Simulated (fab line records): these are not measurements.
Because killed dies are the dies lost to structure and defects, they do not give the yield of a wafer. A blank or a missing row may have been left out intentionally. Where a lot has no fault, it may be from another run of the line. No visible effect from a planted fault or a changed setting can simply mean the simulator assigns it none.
fab line records | flow sky130
record: lots: 12 wafers: 36 last-day: 50
route steps=708 shown METAL3@535 VIA3@588 VIA4@650 METAL5@667 PAD_OPEN@708
lots with no fault: from the same line, run without faults
start-h: hours from the record's opening day to when the first of the lot's shown wafers began | wait-h: hours elapsed since this lot's preceding step | " repeats the value in the row above | L1.1+2: one row covering several wafers at once | - either no value or no given start | * or withheld: withheld | < > ~ a bound
route shown NAME@n: NAME is a module with steps in the file, n the number in the route of the first one | usual: average and standard deviation across the fault-free wafers | same: alike in all rows | chamber/n: place in a boat | sites: the reading at each site | _std_site: the standard deviation of these | _edge_site: mean of outer sites minus mean of inner sites | radius-mm: for every site, how far away it sits from the centre of the wafer | mask NAME#n: copy n | behind: the most recent tool/chamber to have shaped the wafer | hold: cause of the lot's hold/its duration in hours/its outcome | device: which transistor (n, p or np) failed to switch | end of line: tests of these same wafers at the route's end | where a step has no rows: the recipe by itself | killed: at the first sort, the dies lost to defects and structure; wafer yield is something else | map: per-die view of a wafer (x killed, . not killed, _ where there is no die)
set.NAME: setting as actually run; set.NAME@STEP: the setting as run at that earlier step | model.NAME: the simulator's own value behind a step, which no gauge read
steps of the route over a sample of lots; a table a step, a row a wafer
services: from which hour (start-h, from the record's first day; less than 0 if before it) a tool's chamber was out of use, for how many hours, and why
== steps ==
step: SKY_METAL3_SPUTTER_03
recipe: material: Ti target-thk-nm: 5 power-w: 3000 time-s: 3.3 chamber-pressure-pa: 0.4
usual: throttle-valve-pct: 29.8/0.91
columns lot.wafer tool chamber start-h wait-h throttle-valve-pct
L610.2 pvd-sputter-04 - 859.09 0.0 30.7
L610.4 " - " " 30.1
L610.5 " - " " 28.2
L609.2 pvd-sputter-01 - 861.71 0.0 30.1
L609.5 " - " " 29.2
L609.6 " - " " 30.0
L613.1 pvd-sputter-04 - 882.72 0.0 28.5
L613.3 " - " " 31.0
L613.6 " - " " 31.0
L615.1 pvd-sputter-04 - 918.38 0.0 31.0
L615.2 " - " " 30.9
L615.6 " - " " 30.9
L616.1 pvd-sputter-01 - 920.21 0.0 30.2
L616.4 " - " " 29.5
L616.6 " - " " 29.7
L618.2 pvd-sputter-02 - 941.26 0.0 29.5
L618.5 " - " " 29.0
L618.6 " - " " 29.7
L622.1 pvd-sputter-02 - 962.91 0.0 29.8
L622.5 " - " " 29.2
L622.6 " - " " 29.0
L621.2 pvd-sputter-01 - 963.35 0.0 29.5
L621.4 " - " " 30.0
L621.5 " - " " 30.2
L625.1 pvd-sputter-02 - 982.12 0.0 29.2
L625.3 " - " " 29.7
L625.4 " - " " 28.9
L627.1 pvd-sputter-01 - 991.60 0.0 29.7
L627.3 " - " " 30.3
L627.5 " - " " 28.9
L630.2 pvd-sputter-01 - 1009.49 0.0 29.5
L630.3 " - " " 28.9
L630.4 " - " " 29.7
L631.1 pvd-sputter-02 - 1011.29 0.0 29.4
L631.3 " - " " 29.4
L631.5 " - " " 29.7
step: SKY_VIA3_ETCH_15
recipe: target: SiO2 chemistry: C4F8/O2/Ar target-depth-nm: 507 stop-on: TiN mask-material: KrF-thick source-w: 1500 bias-w: 1200 pressure-mtorr: 40 c4f8-flow-sccm: withheld O2_flow_sccm: 6 Ar_flow_sccm: 300 time-s: 78
usual: oes-product-au: 0.946/0.0049
columns lot.wafer tool chamber start-h wait-h oes-product-au rf-hours-counter-h
L610.2 rie-diel-02 0 937.39 0.0 0.953 11
L610.4 " 1 " " 0.952 4
L610.5 " 3 " " 0.953 -
L609.2 rie-diel-04 0 940.16 0.0 0.939 6
L609.5 " 2 " " 0.938 -
L609.6 " 1 " " 0.946 -
L613.1 rie-diel-02 3 960.26 0.0 0.942 16
L613.3 " 2 " " 0.945 4
L613.6 " 1 " " 0.952 -
L615.1 rie-diel-01 1 992.64 0.0 0.950 1
L615.2 " 3 " " 0.949 11
L615.6 " 2 " " 0.945 -
L616.1 rie-diel-02 2 994.38 0.0 0.944 5
L616.4 " 3 " " 0.950 17
L616.6 " 1 " " 0.945 -
L618.2 rie-diel-04 2 1015.46 0.0 0.945 4
L618.5 " 0 " " 0.938 -
L618.6 " 1 " " 0.950 -
L622.1 rie-diel-04 0 1033.78 0.0 0.949 9
L622.5 " 2 " " 0.949 -
L622.6 " 0 " " 0.945 -
L621.2 rie-diel-01 2 1033.89 0.0 0.947 6
L621.4 " 3 " " 0.957 13
L621.5 " 1 " " 0.940 -
L625.1 rie-diel-04 2 1051.58 0.0 0.952 6
L625.3 " 3 " " 0.949 18
L625.4 " 0 " " 0.943 10
L627.1 rie-diel-01 0 1060.96 0.0 0.942 5
L627.3 " 3 " " 0.947 13
L627.5 " 3 " " 0.948 -
L630.2 rie-diel-01 2 1077.26 0.0 0.952 8
L630.3 " 3 " " 0.944 14
L630.4 " 0 " " 0.946 -
L631.1 rie-diel-01 0 1079.19 0.0 0.952 5
L631.3 " 3 " " 0.949 14
L631.5 " 2 " " 0.942 -
step: SKY_VIA4_OVL_MEAS_11
usual: VIA4_OVL: -0.1/1.4
columns lot.wafer tool chamber start-h wait-h VIA4_OVL[nm]
L610.2 overlay-01 - 1010.52 0.1 0.3
L610.4 " - " " -1.5
L610.5 " - " " -0.4
L609.2 overlay-02 - 1014.92 0.1 -2.1
L609.5 " - " " -4.5
L609.6 " - " " -3.3
L613.1 overlay-01 - 1031.88 0.1 -0.1
L613.3 " - " " 0.8
L613.6 " - " " -0.5
L615.1 overlay-01 - 1063.21 0.1 0.2
L615.2 " - " " -0.7
L615.6 " - " " 0.4
L616.1 overlay-02 - 1064.64 0.1 0.5
L616.4 " - " " -0.5
L616.6 " - " " 0.7
L618.2 overlay-01 - 1083.29 0.1 -0.5
L618.5 " - " " -0.9
L618.6 " - " " 1.2
L622.1 overlay-02 - 1099.56 0.1 -0.1
L622.5 " - " " 1.3
L622.6 " - " " 1.1
L621.2 overlay-01 - 1100.67 0.1 -1.9
L621.4 " - " " -0.4
L621.5 " - " " 0.7
L625.1 overlay-01 - 1116.34 0.1 -1.8
L625.3 " - " " 0.6
L625.4 " - " " -2.1
L627.1 overlay-01 - 1125.06 0.1 1.3
L627.3 " - " " 1.0
L627.5 " - " " -0.6
L630.2 overlay-02 - 1139.29 0.1 0.9
L630.3 " - " " 0.8
L630.4 " - " " 1.1
L631.1 overlay-02 - 1140.49 0.1 -3.0
L631.3 " - " " -0.2
L631.5 " - " " -0.4
step: SKY_METAL5_THK_MEAS_06
recipe: thk-meas-gauge: xrf reads: AlCu_of_METAL5_SPUTTER_02
usual: METAL5_ALCU_THK: 1168/16
columns lot.wafer tool chamber start-h wait-h METAL5_ALCU_THK[nm]
L610.2 film-metro-03 - 1012.41 0.1 1171
L610.4 " - " " 1182
L610.5 " - " " 1178
L609.2 film-metro-03 - 1016.60 0.1 1153
L609.5 " - " " 1168
L609.6 " - " " 1142
L613.1 film-metro-04 - 1033.60 0.1 1183
L613.3 " - " " 1170
L613.6 " - " " 1172
L615.1 film-metro-02 - 1065.18 0.1 1187
L615.2 " - " " 1190
L615.6 " - " " 1187
L616.1 film-metro-04 - 1066.36 0.1 1171
L616.4 " - " " 1174
L616.6 " - " " 1177
L618.2 film-metro-04 - 1084.98 0.1 1158
L618.5 " - " " 1182
L618.6 " - " " 1161
L622.1 film-metro-02 - 1101.43 0.1 1161
L622.5 " - " " 1159
L622.6 " - " " 1167
L621.2 film-metro-04 - 1102.38 0.1 1175
L621.4 " - " " 1179
L621.5 " - " " 1177
L625.1 film-metro-03 - 1118.08 0.1 1170
L625.3 " - " " 1162
L625.4 " - " " 1178
L627.1 film-metro-04 - 1126.74 0.1 1152
L627.3 " - " " 1155
L627.5 " - " " 1168
L630.2 film-metro-04 - 1140.98 0.1 1142
L630.3 " - " " 1133
L630.4 " - " " 1136
L631.1 film-metro-03 - 1142.26 0.1 1197
L631.3 " - " " 1198
L631.5 " - " " 1196
step: SKY_PAD_OPEN_PROBE_99
usual: defect-limited-yield: 82.4/1.7 killed_at_M0_to_M3: 44/6.9 killed_at_M4_up: 3.3/1.7 killed-at-contacts: 24/4.7 killed-at-front-end: 15/4.5 killed-at-other: 0.2/0.49 killed-dies: 86/8.4 killed-open: 47/6.5 killed-short: 39/6 sort_bin_3_pad_short: 0.9/0.4 sort_bin_5_function: 10.4/1.5 sort_bin_6_memory: 6.3/1 sort-n-pass: 406/8.4 sort-yield-pct: 82.4/1.7
same: gross-dies: 492 killed-at-back-side: 0 sort_bin_4_leakage[%]: 0 sort_bin_8_speed[%]: 0
columns lot.wafer tool chamber start-h wait-h defect-limited-yield[%] killed_at_M0_to_M3 killed_at_M4_up killed-at-contacts killed-at-front-end killed-at-other killed-dies killed-open killed-short sort_bin_3_pad_short[%] sort_bin_5_function[%] sort_bin_6_memory[%] sort-n-pass sort-yield-pct[%]
L627.1 prober-02 - 1183.93 0.1 81.9 50 6 23 10 0 89 52 37 0.6 10.4 7.1 403 81.9
L627.3 prober-02 - 1184.03 0.2 83.5 41 4 23 13 0 81 47 34 0.6 9.6 6.3 411 83.5
L627.5 prober-02 - 1184.13 0.2 74.2 87 1 15 24 0 127 45 31 2.2 15.7 7.9 365 74.2
L630.2 prober-02 - 1195.52 0.1 78.9 56 3 30 15 0 104 53 51 0.6 13.2 7.3 388 78.9
L630.3 prober-02 - 1195.57 0.2 76.6 77 6 18 14 0 115 38 36 2.6 14.6 6.1 377 76.6
L630.4 prober-02 - 1195.62 0.2 82.1 44 3 25 16 0 88 48 40 0.8 12.2 4.9 404 82.1
killed by level:class
L627.1 VIA1:geometric-particle:open=14 CONTACT:geometric-particle:open=7 LI_CONTACT:geometric-particle:open=7 VIA3:geometric-particle:open=5 METAL1:geometric-particle:short=5 METAL1:geometric-particle:open=5 VIA2:geometric-particle:open=5 FIELD_ISO:geometric-particle:open=4
L627.3 VIA1:geometric-particle:open=17 CONTACT:geometric-particle:open=8 CONTACT:geometric-particle:short=6 VIA2:geometric-particle:open=6 LI_CONTACT:geometric-particle:open=5 METAL1:geometric-particle:short=5 FIELD_ISO:geometric-particle:short=4 VIA2:geometric-particle:short=4
L627.5 METAL3:unspecified=51 VIA1:geometric-particle:open=15 FIELD_ISO:geometric-particle:open=9 FIELD_ISO:geometric-particle:short=6 LI_CONTACT:geometric-particle:open=6 VIA2:geometric-particle:short=4 METAL2:geometric-particle:short=4 VIA2:geometric-particle:open=4
L630.2 VIA1:geometric-particle:open=15 CONTACT:geometric-particle:open=11 METAL1:geometric-particle:short=8 FIELD_ISO:geometric-particle:short=7 LI_CONTACT:geometric-particle:open=7 VIA3:geometric-particle:open=7 VIA1:geometric-particle:short=6 CONTACT:geometric-particle:short=5
L630.3 METAL3:unspecified=41 CONTACT:geometric-particle:open=11 METAL1:geometric-particle:short=7 VIA1:geometric-particle:open=7 POLY_GATE:geometric-particle:short=6 VIA3:geometric-particle:short=6 METAL4:geometric-particle:short=5 LI_CONTACT:geometric-particle:open=4
L630.4 LI_CONTACT:geometric-particle:open=9 CONTACT:geometric-particle:open=9 VIA1:geometric-particle:open=8 VIA1:geometric-particle:short=7 FIELD_ISO:geometric-particle:open=5 METAL1:geometric-particle:short=5 VIA3:geometric-particle:open=5 VIA3:geometric-particle:short=5
== services ==
columns tool chamber start-h hours kind
rie-diel-02 1 858.22 10.4 repair
rie-diel-02 - 860.87 0.4 repair
rie-diel-01 0 865.36 - clean
rie-diel-01 0 865.36 12.9 scheduled-down
rie-diel-01 0 865.36 12.9 vent-cycle
rie-diel-04 - 870.38 1.7 repair
rie-diel-04 2 886.15 7.7 repair
rie-diel-01 1 888.23 8.4 repair
rie-diel-02 3 905.22 3.3 repair
rie-diel-01 1 908.89 - clean
rie-diel-01 1 908.89 - consumable-replace:showerhead
rie-diel-01 1 908.89 16.1 scheduled-down
rie-diel-01 1 908.89 16.1 vent-cycle
rie-diel-02 - 917.08 1.1 repair
rie-diel-01 - 917.74 29.6 repair
rie-diel-04 0 918.81 9.9 repair
rie-diel-04 - 921.33 0.3 repair
rie-diel-04 3 935.64 4.5 repair
pvd-sputter-01 - 974.42 0.8 repair
rie-diel-01 1 977.12 9.7 repair
rie-diel-01 0 991.57 5.4 repair
rie-diel-04 - 1021.30 0.2 repair
rie-diel-04 1 1025.70 18.2 repair
rie-diel-04 3 1032.78 9.7 repair
== key ==
first-sign: step: SKY_PAD_OPEN_PROBE_99 reading: killed_at_M0_to_M3 direction: up sigmas: 5.5 usual: 44 struck: 82
effect: step: SKY_PAD_OPEN_PROBE_99 reading: sort-n-pass direction: down sigmas: 4.1 usual: 406 struck: 371
met-at SKY_METAL3_SPUTTER_03
struck-lots L627,L630
struck-wafers L627.5,L630.3
not-acting-at SKY_VIA3_ETCH_15,SKY_VIA4_OVL_MEAS_11,SKY_METAL5_THK_MEAS_06
onset-between 861.71 991.60
fault: kind: chamber-particle-source tool: pvd-sputter-01 chamber: - onset-h: 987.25 steps: SKY_METAL3_SPUTTER_03 rate-per-visit-cm2: 0.70588 end-h: 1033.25 scope: struck-wafers-only
